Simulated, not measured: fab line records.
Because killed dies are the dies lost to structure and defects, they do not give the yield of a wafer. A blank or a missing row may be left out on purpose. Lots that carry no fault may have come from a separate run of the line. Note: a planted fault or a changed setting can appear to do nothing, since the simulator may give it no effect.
Which tool was responsible? | flow sky130 | 18 wafers sampled from 6 lots at 1 step of a route of 708

WHAT EACH GAUGE READ, for each wafer
SKY_METAL2_CD_MEAS_15: target cd 140 nm.
lot  | measured     | on        | cd-nm (nm)
L490 | day 36 21:31 | cd-sem-01 | 137.1 136.8 135.9
L492 | day 37 06:25 | cd-sem-02 | 141.9 141.5 140.2
L494 | day 37 22:01 | cd-sem-01 | 138.6 139.3 138.3
L499 | day 39 16:13 | cd-sem-02 | 137.4 138.7 139.6
L502 | day 40 04:29 | cd-sem-01 | 139.5 139.6 140.1
L507 | day 41 18:39 | cd-sem-01 | 138.9 137.9 139.5

WHICH TOOL RAN EACH LOT (tool, then ch and the chambers of the sampled wafers, then the start)
No process step before these readings appears in the record.

THE ANSWER, worked out from the rows above alone
Rule: what is usual is taken from the lots themselves. The widest of any qualifying gaps counts: lots, ordered by their means at a reading, are off when they make up no more than a third of the lots, leave a main group of 4 or more, and stand apart from it by 3 or more times the standard deviation of that group's means. A main group whose means are all the same, to the digits that the tables above print for the reading, isn't used. A lot without any number at a reading at which 4 lots or more have one is off too. Where the step has rows for the other lots, those lots are counted as sound.
Nothing can be told from this: no lot is off at any reading shown.

WHAT THE SIMULATOR HAD INSERTED
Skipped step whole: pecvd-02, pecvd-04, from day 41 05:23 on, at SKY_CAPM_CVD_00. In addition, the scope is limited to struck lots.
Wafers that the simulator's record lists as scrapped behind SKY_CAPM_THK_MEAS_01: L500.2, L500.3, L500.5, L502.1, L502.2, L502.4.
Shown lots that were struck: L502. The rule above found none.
